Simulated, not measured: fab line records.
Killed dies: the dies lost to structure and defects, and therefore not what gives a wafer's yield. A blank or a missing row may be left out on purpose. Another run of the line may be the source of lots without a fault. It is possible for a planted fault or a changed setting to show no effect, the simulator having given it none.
Which of the tools did it? || flow gf180mcu || 7 lots, 21 wafers sampled, at 2 steps of a route of 602

== WHAT EACH GAUGE READ, for each wafer ==
GF_VT_IMPLANT_TW_MEAS_43.
{"lot": "L691", "measured": "day 7 22:31", "on": "film_metro-02", "VT_IMPLANT_4_TW": "678 683 683"}
{"lot": "L693", "measured": "day 8 11:39", "on": "film_metro-04", "VT_IMPLANT_4_TW": "690 694 691"}
{"lot": "L696", "measured": "day 9 18:18", "on": "film_metro-02", "VT_IMPLANT_4_TW": "679 681 678"}
{"lot": "L701", "measured": "day 10 20:26", "on": "film_metro-04", "VT_IMPLANT_4_TW": "743 746 745"}
{"lot": "L705", "measured": "day 11 23:47", "on": "film_metro-02", "VT_IMPLANT_4_TW": "737 740 741"}
{"lot": "L708", "measured": "day 12 17:09", "on": "film_metro-02", "VT_IMPLANT_4_TW": "680 683 683"}
{"lot": "L713", "measured": "day 14 02:59", "on": "film_metro-04", "VT_IMPLANT_4_TW": "688 693 693"}

== TOOL THAT RAN EACH LOT (tool first, then ch and the chambers of the sampled wafers, then the start) ==
{"lot": "L691", "GF_VT_IMPLANT_IMPLANT_41": "implanter-01 ch 0, day 7 22:16"}
{"lot": "L693", "GF_VT_IMPLANT_IMPLANT_41": "implanter-01 ch 0, day 8 11:25"}
{"lot": "L696", "GF_VT_IMPLANT_IMPLANT_41": "implanter-02 ch 0, day 9 18:03"}
{"lot": "L701", "GF_VT_IMPLANT_IMPLANT_41": "implanter-03 ch 0, day 10 20:13"}
{"lot": "L705", "GF_VT_IMPLANT_IMPLANT_41": "implanter-03 ch 0, day 11 23:32"}
{"lot": "L708", "GF_VT_IMPLANT_IMPLANT_41": "implanter-02 ch 0, day 12 16:55"}
{"lot": "L713", "GF_VT_IMPLANT_IMPLANT_41": "implanter-03 ch 0, day 14 02:44"}
- GF_VT_IMPLANT_IMPLANT_41

== THE ANSWER, worked out from the rows above alone ==
Rule: usual is defined by the lots themselves. The widest of any qualifying gaps counts: lots, ordered by their means at a reading, are off when they make up no more than a third of the lots, leave a main group of 4 or more, and stand apart from it by 3 or more times the standard deviation of that group's means. If all means in a main group match to the digits the tables above print for the reading, that group is not used. Also off: a lot with no number at a reading for which 4 or more lots have one. Where the step has rows for the other lots, those lots are counted as sound.
Off: L701, L705, seen at GF_VT_IMPLANT_TW_MEAS_43 (VT_IMPLANT_4_TW). Main group: mean 685, sd 5.3.
If a tool, at a process step before that reading, ran all the lots that are off and no sound lot after the first of them, it fits. Gauges at GF_VT_IMPLANT_TW_MEAS_43: tried the same way as those tools. Of those tried, none fits.

== WHAT THE SIMULATOR HAD INSERTED ==
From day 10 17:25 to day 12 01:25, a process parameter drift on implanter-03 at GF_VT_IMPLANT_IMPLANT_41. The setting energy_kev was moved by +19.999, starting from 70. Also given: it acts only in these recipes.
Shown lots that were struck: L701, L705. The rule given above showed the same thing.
